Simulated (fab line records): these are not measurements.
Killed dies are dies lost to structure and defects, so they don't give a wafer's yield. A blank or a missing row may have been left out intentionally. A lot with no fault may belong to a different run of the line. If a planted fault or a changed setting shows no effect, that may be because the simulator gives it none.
fab line records | flow sky130
record: lots: 11 wafers: 33 lastDay: 50
route steps=708 shown METAL4@634 VIA4@640 METAL5@667 PAD_OPEN@708
lots that met no fault: taken from a fault-free run of the same line
startH: hours from the record's first day to the start of the lot's first wafer shown | waitH: hours elapsed since this lot's preceding step | " as in the row above | L1.1+2: a row that stands for several wafers | - no value, or no start was given | * or withheld: withheld | < > ~ a bound
route shown NAME@n: names a module that has steps shown in the file, with the first one's number in the route | usual: mean/standard deviation taken from wafers without a fault | same: alike in all rows | chamber/n: place in a boat | sites: readings site by site | _std_site: the values' standard deviation | _edge_site: outer sites' mean less inner sites' | radiusMm: how far each site lies from the wafer's centre | mask NAME#n: copy n | behind: the tool/chamber that last shaped the wafer | hold: the reason the lot was held/the length of the hold in hours/how it ended | device: whichever transistor did not switch (one of n, p or np) | end of line: the same wafers' tests at the end of the route | a step without rows: its recipe alone | killed: dies lost to structure and defects at the first sort, not the wafer's yield | map: a wafer's dies, marking killed ones x, the rest . and places with no die _
set.NAME: the setting that was run; set.NAME@STEP: the one run at that earlier step | model.NAME: the simulator's own value behind a step, which no gauge read
the route's steps for a sample of lots (tables are steps, rows are wafers)
services: from which hour (startH, from the record's first day; less than 0 if before it) a tool's chamber was out of use, for how many hours, and why
== steps ==
step: SKY_METAL4_METAL_ETCH_18
recipe: targetDepthA: 8450 stopOn: SiO2 overEtchFrac: 0.3 timeS: 183.1 chemistry: Cl2/BCl3 resistSidewallDeg: 88 pressureMtorr: 10 icpW: 900 biasW: 46.82 Cl2_flow_sccm: 60 bcl3FlowSccm: 30
usual: chamberPressureMTorr: 10.000/0.0098 drypumpMotorCurrentA: 5.63/0.26 oesProductAu: 0.862/0.0063 rfFwdPowerW: 897/3.4 throttleValvePct: 22.264/0.0077
columns lot.wafer tool chamber startH waitH chamberPressureMTorr drypumpMotorCurrentA oesProductAu rfFwdPowerW rfHoursCounterH throttleValvePct
L488.1 rieMetal-04 1 981.35 0.0 9.996 5.95 0.857 899 19 22.253
L488.3 " 1 " " 9.992 5.97 0.858 897 - 22.267
L488.5 " 1 " " 9.996 5.95 0.868 897 - 22.254
L489.2 rieMetal-01 0 983.90 0.0 9.989 5.68 0.860 893 13 22.254
L489.3 " 0 " " 10.000 5.67 0.857 893 - 22.271
L489.5 " 1 " " 10.004 5.95 0.862 898 - 22.269
L490.2 rieMetal-04 0 995.15 0.0 9.991 5.78 0.856 898 8 22.266
L490.3 " 0 " " 9.993 5.75 0.857 898 - 22.258
L490.4 " 1 " " 9.999 5.96 0.861 898 - 22.263
L491.1 rieMetal-01 1 1003.45 0.0 10.011 5.97 0.860 901 17 22.273
L491.5 " 0 " " 10.010 5.67 0.867 895 - 22.258
L491.6 " 1 " " 9.997 5.94 0.866 894 - 22.280
L492.1 rieMetal-04 1 1007.85 0.0 10.015 5.91 0.860 897 20 22.268
L492.3 " 1 " " 9.990 5.94 0.855 897 - 22.265
L492.5 " 1 " " 10.008 5.94 0.863 905 - 22.268
L496.2 rieMetal-04 1 1049.60 0.0 9.999 5.91 0.854 898 23 22.270
L496.5 " 0 " " 9.999 5.74 0.855 897 - 22.265
L496.6 " 1 " " 10.012 5.95 0.850 899 - 22.272
L499.1 rieMetal-01 1 1054.88 0.0 10.003 5.99 0.863 891 20 22.270
L499.5 " 0 " " 9.994 5.68 0.873 895 - 22.273
L499.6 " 1 " " 9.999 5.95 0.870 894 - 22.271
L505.4 rieMetal-01 0 1089.06 0.1 9.999 5.66 0.869 896 - 22.254
L505.5 " 0 " " 10.004 5.67 0.865 898 - 22.244
L505.6 " 1 " " 10.005 5.96 0.858 895 - 22.255
L506.1 rieMetal-03 1 1096.81 0.0 10.000 5.26 0.866 900 12 22.265
L506.3 " 0 " " 9.978 5.47 0.857 896 - 22.263
L506.6 " 1 " " 9.999 5.28 0.854 898 - 22.270
L509.1 rieMetal-03 1 1113.51 0.0 9.990 5.27 0.860 896 13 22.267
L509.4 " 1 " " 9.992 5.26 0.861 896 - 22.267
L509.6 " 0 " " 10.004 5.48 0.848 896 - 22.252
L510.2 rieMetal-03 1 1119.20 0.0 9.992 5.22 0.857 902 14 22.259
L510.3 " 1 " " 9.996 5.25 0.865 897 - 22.261
L510.6 " 0 " " 10.006 5.51 0.860 898 - 22.258
step: SKY_VIA4_THK_MEAS_01
recipe: reads: SiO2_of_VIA4_HDPCVD_00
usual: VIA4_HDPCVD_THK: 1755/20
columns lot.wafer tool chamber startH waitH VIA4_HDPCVD_THK[nm]
L488.1 filmMetro-02 - 982.30 0.1 1740
L488.3 " - " " 1746
L488.5 " - " " 1769
L489.2 filmMetro-01 - 984.86 0.1 1753
L489.3 " - " " 1786
L489.5 " - " " 1777
L490.2 filmMetro-02 - 996.24 0.2 1748
L490.3 " - " " 1753
L490.4 " - " " 1722
L491.1 filmMetro-04 - 1004.40 0.1 1766
L491.5 " - " " 1746
L491.6 " - " " 1765
L492.1 filmMetro-01 - 1008.86 0.1 1747
L492.3 " - " " 1726
L492.5 " - " " 1730
L496.2 filmMetro-01 - 1050.58 0.1 1740
L496.5 " - " " 1731
L496.6 " - " " 1739
L499.1 filmMetro-04 - 1056.26 0.1 1804
L499.5 " - " " 1778
L499.6 " - " " 1797
L505.4 filmMetro-02 - 1089.98 0.0 1759
L505.5 " - " " 1759
L505.6 " - " " 1784
L506.1 filmMetro-02 - 1097.75 0.1 1763
L506.3 " - " " 1747
L506.6 " - " " 1743
L509.1 filmMetro-04 - 1114.54 0.1 1765
L509.4 " - " " 1739
L509.6 " - " " 1764
L510.2 filmMetro-04 - 1120.23 0.1 1714
L510.3 " - " " 1742
L510.6 " - " " 1707
step: SKY_VIA4_CVD_18
recipe: material: W targetThkNm: 505 timeS: 152.14 tempC: 400 pressureTorr: 40
usual: heaterPowerW: 866/65 susceptorTempC: 400.02/0.22
columns lot.wafer tool chamber startH waitH heaterPowerW susceptorTempC
L488.1 cvdW-02 0 1007.26 0.1 926 399.72
L488.3 " 0 " " 938 400.27
L488.5 " 0 " " 910 400.05
L489.2 cvdW-02 0 1009.43 0.0 900 399.76
L489.3 " 1 " " 886 400.03
L489.5 " 1 " " 888 400.24
L490.2 cvdW-01 1 1020.02 0.0 744 400.17
L490.3 " 0 " " 812 399.75
L490.4 " 1 " " 755 400.39
L491.1 cvdW-02 1 1028.46 0.0 881 400.15
L491.5 " 0 " " 916 400.01
L491.6 " 1 " " 893 400.24
L492.1 cvdW-02 0 1031.89 0.0 906 399.80
L492.3 " 1 " " 903 399.94
L492.5 " 1 " " 872 400.34
L496.2 cvdW-01 1 1073.07 0.0 719 399.52
L496.5 " 1 " " 742 399.50
L496.6 " 0 " " 825 400.01
L499.1 cvdW-02 1 1079.45 0.0 890 400.08
L499.5 " 0 " " 930 400.52
L499.6 " 1 " " 877 399.89
L505.4 cvdW-01 1 1111.25 0.1 729 396.95
L505.5 " 1 " " 732 397.07
L505.6 " 0 " " 811 396.99
L506.1 cvdW-01 0 1118.50 0.0 813 397.18
L506.3 " 0 " " 825 397.24
L506.6 " 0 " " 815 397.09
L509.1 cvdW-02 1 1135.43 0.0 887 399.80
L509.4 " 1 " " 869 400.25
L509.6 " 0 " " 925 399.73
L510.2 cvdW-02 1 1140.80 0.1 890 399.76
L510.3 " 1 " " 899 399.93
L510.6 " 1 " " 871 399.96
step: SKY_VIA4_RS_MEAS_19
recipe: thkMeasGauge: four-point-probe reads: W_of_VIA4_CVD_18+TiN_of_VIA4_SPUTTER_17
usual: VIA4_W_RS: 0.2276/0.0022
columns lot.wafer tool chamber startH waitH VIA4_W_RS[ohm/sq]
L488.1 filmMetro-04 - 1007.41 0.1 0.2336
L488.3 " - " " 0.2305
L488.5 " - " " 0.2342
L489.2 filmMetro-01 - 1009.60 0.1 0.2301
L489.3 " - " " 0.2279
L489.5 " - " " 0.2253
L490.2 filmMetro-04 - 1020.20 0.1 0.2262
L490.3 " - " " 0.2281
L490.4 " - " " 0.2270
L491.1 filmMetro-02 - 1028.61 0.1 0.2251
L491.5 " - " " 0.2276
L491.6 " - " " 0.2249
L492.1 filmMetro-04 - 1032.04 0.1 0.2282
L492.3 " - " " 0.2280
L492.5 " - " " 0.2252
L496.2 filmMetro-02 - 1073.24 0.1 0.2290
L496.5 " - " " 0.2300
L496.6 " - " " 0.2304
L499.1 filmMetro-01 - 1079.60 0.1 0.2240
L499.5 " - " " 0.2247
L499.6 " - " " 0.2261
L505.4 filmMetro-04 - 1111.41 0.1 0.2355
L505.5 " - " " 0.2375
L505.6 " - " " 0.2397
L506.1 filmMetro-02 - 1118.65 0.1 0.2415
L506.3 " - " " 0.2406
L506.6 " - " " 0.2431
L509.1 filmMetro-02 - 1135.58 0.1 0.2286
L509.4 " - " " 0.2271
L509.6 " - " " 0.2291
L510.2 filmMetro-02 - 1141.07 0.2 0.2271
L510.3 " - " " 0.2279
L510.6 " - " " 0.2276
step: SKY_VIA4_THK_MEAS_20
recipe: thkMeasGauge: xrf reads: W_of_VIA4_CVD_18
usual: VIA4_W_THK: 505/7.7
columns lot.wafer tool chamber startH waitH VIA4_W_THK[nm]
L488.1 filmMetro-04 - 1007.53 0.1 496
L488.3 " - " " 504
L488.5 " - " " 492
L489.2 filmMetro-01 - 1009.71 0.1 493
L489.3 " - " " 502
L489.5 " - " " 502
L490.2 filmMetro-04 - 1020.31 0.1 511
L490.3 " - " " 506
L490.4 " - " " 509
L491.1 filmMetro-02 - 1028.73 0.1 500
L491.5 " - " " 493
L491.6 " - " " 503
L492.1 filmMetro-04 - 1032.16 0.1 510
L492.3 " - " " 509
L492.5 " - " " 511
L496.2 filmMetro-02 - 1073.35 0.1 496
L496.5 " - " " 497
L496.6 " - " " 497
L499.1 filmMetro-01 - 1079.72 0.1 516
L499.5 " - " " 515
L499.6 " - " " 511
L505.4 filmMetro-04 - 1111.50 0.1 495
L505.5 " - " " 490
L505.6 " - " " 485
L506.1 filmMetro-02 - 1118.77 0.1 469
L506.3 " - " " 472
L506.6 " - " " 470
L509.1 filmMetro-02 - 1135.70 0.1 498
L509.4 " - " " 504
L509.6 " - " " 500
L510.2 filmMetro-02 - 1141.18 0.1 505
L510.3 " - " " 504
L510.6 " - " " 502
step: SKY_METAL5_THK_MEAS_06
recipe: thkMeasGauge: xrf reads: AlCu_of_METAL5_SPUTTER_02
usual: METAL5_ALCU_THK: 1134/13
columns lot.wafer tool chamber startH waitH METAL5_ALCU_THK[nm]
L488.1 filmMetro-03 - 1008.18 0.1 1148
L488.3 " - " " 1140
L488.5 " - " " 1144
L489.2 filmMetro-03 - 1010.36 0.1 1142
L489.3 " - " " 1130
L489.5 " - " " 1145
L490.2 filmMetro-04 - 1020.95 0.1 1127
L490.3 " - " " 1134
L490.4 " - " " 1126
L491.1 filmMetro-04 - 1029.38 0.1 1131
L491.5 " - " " 1136
L491.6 " - " " 1137
L492.1 filmMetro-03 - 1032.80 0.1 1111
L492.3 " - " " 1122
L492.5 " - " " 1119
L496.2 filmMetro-04 - 1074.00 0.1 1168
L496.5 " - " " 1155
L496.6 " - " " 1160
L499.1 filmMetro-04 - 1080.37 0.1 1137
L499.5 " - " " 1133
L499.6 " - " " 1133
L505.4 filmMetro-04 - 1112.15 0.1 1122
L505.5 " - " " 1123
L505.6 " - " " 1116
L506.1 filmMetro-03 - 1119.42 0.1 1117
L506.3 " - " " 1126
L506.6 " - " " 1110
L509.1 filmMetro-04 - 1136.34 0.1 1149
L509.4 " - " " 1141
L509.6 " - " " 1141
L510.2 filmMetro-03 - 1141.86 0.1 1121
L510.3 " - " " 1128
L510.6 " - " " 1119
step: SKY_PAD_OPEN_PROBE_99
usual: defectLimitedYield: 82.2/1.8 killed_at_M0_to_M3: 44/7.1 killed_at_M4_up: 3.1/1.9 killedAtContacts: 25/5.8 killedAtFrontEnd: 16/4.5 killedAtOther: 0.3/0.52 killedDies: 88/9.1 killedOpen: 48/6.8 killedShort: 39/5.8 sort_bin_3_pad_short: 0.9/0.4 sort_bin_5_function: 10.6/1.4 sort_bin_6_memory: 6.3/1.1 sortNPass: 404/9.1 sortYieldPct: 82.2/1.8
same: grossDies: 492 killedAtBackSide: 0 sort_bin_4_leakage[%]: 0 sort_bin_8_speed[%]: 0
columns lot.wafer tool chamber startH waitH defectLimitedYield[%] killed_at_M0_to_M3 killed_at_M4_up killedAtContacts killedAtFrontEnd killedAtOther killedDies killedOpen killedShort sort_bin_3_pad_short[%] sort_bin_5_function[%] sort_bin_6_memory[%] sortNPass sortYieldPct[%]
L490.2 prober-01 - 1089.96 0.1 82.7 40 2 27 16 0 85 52 33 0.2 11.0 6.1 407 82.7
L490.3 prober-01 - 1090.01 0.2 80.5 56 3 23 14 0 96 59 37 0.2 11.6 7.7 396 80.5
L490.4 prober-01 - 1090.06 0.2 83.5 40 2 24 15 0 81 33 47 1.2 10.0 5.3 411 83.5
L491.1 prober-02 - 1097.47 0.1 81.3 54 2 19 16 1 92 50 42 0.6 11.8 6.3 400 81.3
L491.5 prober-02 - 1097.67 0.2 79.3 45 9 32 16 0 102 51 51 1.0 12.6 7.1 390 79.3
L491.6 prober-02 - 1097.72 0.2 81.9 38 2 21 28 0 89 44 44 1.0 11.4 5.7 403 81.9
L496.2 prober-02 - 1138.05 0.1 83.5 45 5 20 11 0 81 45 35 1.0 10.8 4.7 411 83.5
L496.5 prober-02 - 1138.20 0.2 81.7 41 3 28 17 1 90 42 48 1.0 10.2 7.1 402 81.7
L496.6 prober-02 - 1138.25 0.2 78.7 56 5 24 19 1 105 64 41 1.4 12.8 7.1 387 78.7
L499.1 prober-02 - 1143.34 0.1 83.9 38 4 25 11 1 79 44 35 0.6 8.9 6.5 413 83.9
L499.5 prober-02 - 1143.54 0.2 80.1 44 4 29 21 0 98 60 38 1.0 12.8 6.1 394 80.1
L499.6 prober-02 - 1143.59 0.2 80.7 44 1 30 20 0 95 53 40 1.2 11.6 6.5 397 80.7
L505.4 prober-02 - 1171.46 0.2 81.9 54 1 17 17 0 89 48 41 0.4 11.2 6.5 403 81.9
L505.5 prober-02 - 1171.51 0.2 82.7 46 4 12 23 0 85 45 40 0.8 10.0 6.5 407 82.7
L505.6 prober-02 - 1171.56 0.2 85.2 34 4 21 14 0 73 37 36 1.6 8.7 4.5 419 85.2
L506.1 prober-01 - 1176.57 0.1 82.5 40 3 25 18 0 86 45 41 0.4 10.6 6.5 406 82.5
L506.3 prober-01 - 1176.67 0.2 82.5 39 4 26 17 0 86 40 46 0.6 8.9 7.9 406 82.5
L506.6 prober-01 - 1176.82 0.2 85.0 35 2 23 14 0 74 49 25 0.2 10.4 4.5 418 85.0
L510.2 prober-01 - 1196.07 0.1 82.3 45 1 27 14 0 87 54 33 0.2 10.6 6.9 405 82.3
L510.3 prober-01 - 1196.12 0.2 81.7 48 3 21 18 0 90 41 49 0.6 12.2 5.5 402 81.7
L510.6 prober-01 - 1196.27 0.2 80.5 50 5 23 18 0 96 54 42 1.2 10.8 7.5 396 80.5
killed by level:class
L490.2 CONTACT:geometricParticle:open=11 VIA1:geometricParticle:open=9 LI_CONTACT:geometricParticle:open=7 METAL3:geometricParticle:short=7 POLY_GATE:geometricParticle:open=6 VIA2:geometricParticle:open=5 METAL1:geometricParticle:short=5 VIA1:geometricParticle:short=5
L490.3 VIA2:geometricParticle:open=16 CONTACT:geometricParticle:open=11 VIA1:geometricParticle:open=9 METAL1:geometricParticle:short=8 LI_CONTACT:geometricParticle:open=7 POLY_GATE:geometricParticle:open=6 METAL3:geometricParticle:short=6 VIA2:geometricParticle:short=5
L490.4 CONTACT:geometricParticle:open=7 CONTACT:geometricParticle:short=7 VIA3:geometricParticle:open=6 LI_CONTACT:geometricParticle:open=5 VIA2:geometricParticle:short=5 METAL2:geometricParticle:open=5 POLY_GATE:geometricParticle:short=4 SPACER:geometricParticle:short=4
L491.1 VIA1:geometricParticle:open=16 VIA1:geometricParticle:short=8 VIA2:geometricParticle:open=8 METAL1:geometricParticle:short=7 VIA3:geometricParticle:open=7 FIELD_ISO:geometricParticle:short=6 CONTACT:geometricParticle:open=6 LI_CONTACT:geometricParticle:open=5
L491.5 LI_CONTACT:geometricParticle:open=10 CONTACT:geometricParticle:open=9 LOCAL_INTERCONNECT:geometricParticle:short=7 VIA1:geometricParticle:short=7 VIA1:geometricParticle:open=6 FIELD_ISO:geometricParticle:short=5 VIA2:geometricParticle:short=5 METAL1:geometricParticle:short=5
L491.6 FIELD_ISO:geometricParticle:short=11 FIELD_ISO:geometricParticle:open=8 METAL1:geometricParticle:short=8 LI_CONTACT:geometricParticle:open=7 VIA1:geometricParticle:open=7 VIA2:geometricParticle:open=6 LI_CONTACT:geometricParticle:short=5 METAL2:geometricParticle:open=5
L496.2 VIA1:geometricParticle:open=13 LI_CONTACT:geometricParticle:open=6 CONTACT:geometricParticle:open=6 VIA2:geometricParticle:open=6 VIA1:geometricParticle:short=5 METAL3:geometricParticle:short=5 METAL4:geometricParticle:short=5 LOCAL_INTERCONNECT:geometricParticle:short=4
L496.5 CONTACT:geometricParticle:open=10 VIA1:geometricParticle:open=7 LI_CONTACT:geometricParticle:open=6 VIA1:geometricParticle:short=6 POLY_GATE:geometricParticle:short=5 METAL1:geometricParticle:short=5 METAL2:geometricParticle:short=5 VIA2:geometricParticle:open=5
L496.6 VIA1:geometricParticle:open=28 CONTACT:geometricParticle:open=11 POLY_GATE:geometricParticle:short=7 LI_CONTACT:geometricParticle:open=6 METAL2:geometricParticle:short=5 METAL4:geometricParticle:short=5 POLY_GATE:geometricParticle:open=4 VIA1:geometricParticle:short=4
L499.1 CONTACT:geometricParticle:open=11 VIA2:geometricParticle:open=10 VIA1:geometricParticle:open=9 LOCAL_INTERCONNECT:geometricParticle:short=5 METAL1:geometricParticle:short=5 POLY_GATE:geometricParticle:short=4 LI_CONTACT:geometricParticle:open=4 FIELD_ISO:geometricParticle:open=3
L499.5 CONTACT:geometricParticle:open=14 VIA1:geometricParticle:open=10 VIA2:geometricParticle:open=8 POLY_GATE:geometricParticle:short=7 LI_CONTACT:geometricParticle:open=7 VIA3:geometricParticle:open=7 VIA1:geometricParticle:short=7 FIELD_ISO:geometricParticle:open=4
L499.6 VIA1:geometricParticle:open=11 CONTACT:geometricParticle:open=10 LI_CONTACT:geometricParticle:open=7 LOCAL_INTERCONNECT:geometricParticle:short=7 FIELD_ISO:geometricParticle:open=6 VIA3:geometricParticle:open=6 CONTACT:geometricParticle:short=6 FIELD_ISO:geometricParticle:short=5
L505.4 VIA1:geometricParticle:open=16 METAL2:geometricParticle:short=10 VIA3:geometricParticle:short=6 LI_CONTACT:geometricParticle:open=6 VIA1:geometricParticle:short=6 FIELD_ISO:geometricParticle:open=5 FIELD_ISO:geometricParticle:short=5 CONTACT:geometricParticle:open=4
L505.5 VIA1:geometricParticle:open=17 METAL2:geometricParticle:short=7 POLY_GATE:geometricParticle:short=6 VIA1:geometricParticle:short=6 SPACER:geometricParticle:open=4 VIA2:geometricParticle:open=4 VIA3:geometricParticle:open=4 FIELD_ISO:geometricParticle:open=3
L505.6 VIA1:geometricParticle:open=9 CONTACT:geometricParticle:open=7 POLY_GATE:geometricParticle:short=5 LI_CONTACT:geometricParticle:open=5 METAL1:geometricParticle:short=5 VIA1:geometricParticle:short=5 FIELD_ISO:geometricParticle:short=4 CONTACT:geometricParticle:short=4
L506.1 CONTACT:geometricParticle:open=10 VIA1:geometricParticle:open=9 POLY_GATE:geometricParticle:short=8 CONTACT:geometricParticle:short=7 VIA3:geometricParticle:open=6 POLY_GATE:geometricParticle:open=5 LI_CONTACT:geometricParticle:open=5 VIA2:geometricParticle:open=5
L506.3 CONTACT:geometricParticle:open=9 VIA1:geometricParticle:open=8 METAL2:geometricParticle:short=8 VIA3:geometricParticle:open=6 POLY_GATE:geometricParticle:short=5 LI_CONTACT:geometricParticle:short=5 CONTACT:geometricParticle:short=5 FIELD_ISO:geometricParticle:open=4
L506.6 VIA1:geometricParticle:open=9 VIA3:geometricParticle:open=9 LI_CONTACT:geometricParticle:open=8 CONTACT:geometricParticle:open=7 CONTACT:geometricParticle:short=6 FIELD_ISO:geometricParticle:open=5 POLY_GATE:geometricParticle:open=3 METAL1:geometricParticle:short=3
L510.2 VIA1:geometricParticle:open=13 CONTACT:geometricParticle:open=10 VIA3:geometricParticle:open=7 VIA2:geometricParticle:open=7 LOCAL_INTERCONNECT:geometricParticle:short=5 METAL2:geometricParticle:short=5 VIA2:geometricParticle:short=5 LI_CONTACT:geometricParticle:short=4
L510.3 VIA1:geometricParticle:open=11 FIELD_ISO:geometricParticle:short=8 VIA2:geometricParticle:open=8 CONTACT:geometricParticle:open=7 METAL1:geometricParticle:short=7 METAL2:geometricParticle:short=6 LOCAL_INTERCONNECT:geometricParticle:short=5 CONTACT:geometricParticle:short=4
L510.6 VIA1:geometricParticle:open=16 CONTACT:geometricParticle:open=8 LI_CONTACT:geometricParticle:open=7 METAL3:geometricParticle:short=7 FIELD_ISO:geometricParticle:open=6 FIELD_ISO:geometricParticle:short=5 METAL1:geometricParticle:short=5 VIA3:geometricParticle:open=5
== services ==
columns tool chamber startH hours kind
cvdW-02 - 958.43 1.0 repair
rieMetal-03 1 984.37 8.6 repair
cvdW-01 - 1005.02 6.9 pm
rieMetal-04 1 1051.08 - clean
rieMetal-04 1 1051.08 14.0 scheduledDown
rieMetal-04 1 1051.08 14.0 ventCycle
rieMetal-03 - 1051.94 2.8 pm
cvdW-01 - 1056.14 2.9 repair
rieMetal-04 - 1130.46 0.7 repair
cvdW-02 0 1139.64 9.4 repair
== key ==
firstSign: step: SKY_VIA4_CVD_18 reading: susceptorTempC direction: down sigmas: 13 usual: * struck: *
effect: step: SKY_VIA4_RS_MEAS_19 reading: VIA4_W_RS direction: up sigmas: 5.5 usual: 0.2276 struck: 0.2396
effect: step: SKY_VIA4_THK_MEAS_20 reading: VIA4_W_THK direction: down sigmas: 3.2 usual: 505 struck: 480
metAt SKY_VIA4_CVD_18
struckLots L505,L506
notActingAt SKY_METAL4_METAL_ETCH_18,SKY_VIA4_THK_MEAS_01,SKY_METAL5_THK_MEAS_06
onsetBetween 1073.07 1111.25
fault: kind: processParameterDrift tool: cvdW-01 chamber: - onsetH: 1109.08 steps: SKY_VIA4_CVD_18 channel: tempC offset: * shape: step endH: 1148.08 actsIn: * stated: *
